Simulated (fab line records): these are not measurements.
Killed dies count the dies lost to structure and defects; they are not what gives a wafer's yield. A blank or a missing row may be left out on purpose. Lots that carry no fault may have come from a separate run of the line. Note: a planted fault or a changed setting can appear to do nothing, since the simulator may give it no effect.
Which tool did it? || flow gf180mcu || 7 lots (21 wafers sampled), 1 step of a 602-step route

WHAT THE GAUGES READ, wafer by wafer
GF_LVPWELL_OVL_MEAS_07.
{"lot": "L455", "measured": "day 4 02:17", "on": "overlay-01", "LVPWELL_OVL (nm)": "2.9 4.4 2.5"}
{"lot": "L458", "measured": "day 4 18:42", "on": "overlay-01", "LVPWELL_OVL (nm)": "0.9 0.5 0.7"}
{"lot": "L462", "measured": "day 5 16:50", "on": "overlay-01", "LVPWELL_OVL (nm)": "-0.7 0.3 0.4"}
{"lot": "L466", "measured": "day 6 16:13", "on": "overlay-01", "LVPWELL_OVL (nm)": "-1.8 0.2 -0.4"}
{"lot": "L471", "measured": "day 7 20:14", "on": "overlay-01", "LVPWELL_OVL (nm)": "1.1 -2.3 0.8"}
{"lot": "L475", "measured": "day 8 19:13", "on": "overlay-01", "LVPWELL_OVL (nm)": "3.7 2.4 3.9"}
{"lot": "L477", "measured": "day 9 11:25", "on": "overlay-01", "LVPWELL_OVL (nm)": "2.4 2.6 0.8"}

TOOL THAT RAN EACH LOT (tool first, then ch and the chambers of the sampled wafers, then the start)
The record holds no process step before these readings.

THE ANSWER, worked out from the rows above alone
Rule: the lots themselves supply what counts as usual. Put in order of their means at a reading, lots are off if they are a third of the lots or fewer, leave a main group of 4 or more, and stand apart from it by a gap of 3 or more times the standard deviation of the main group's means; of several such gaps the widest counts. If all means in a main group match to the digits the tables above print for the reading, that group is not used. Also off: a lot with no number at a reading for which 4 or more lots have one. All remaining lots with rows at the step are treated as sound.
No lot is off at any reading shown: from this, nothing can be told.

WHAT THE SIMULATOR PUT IN
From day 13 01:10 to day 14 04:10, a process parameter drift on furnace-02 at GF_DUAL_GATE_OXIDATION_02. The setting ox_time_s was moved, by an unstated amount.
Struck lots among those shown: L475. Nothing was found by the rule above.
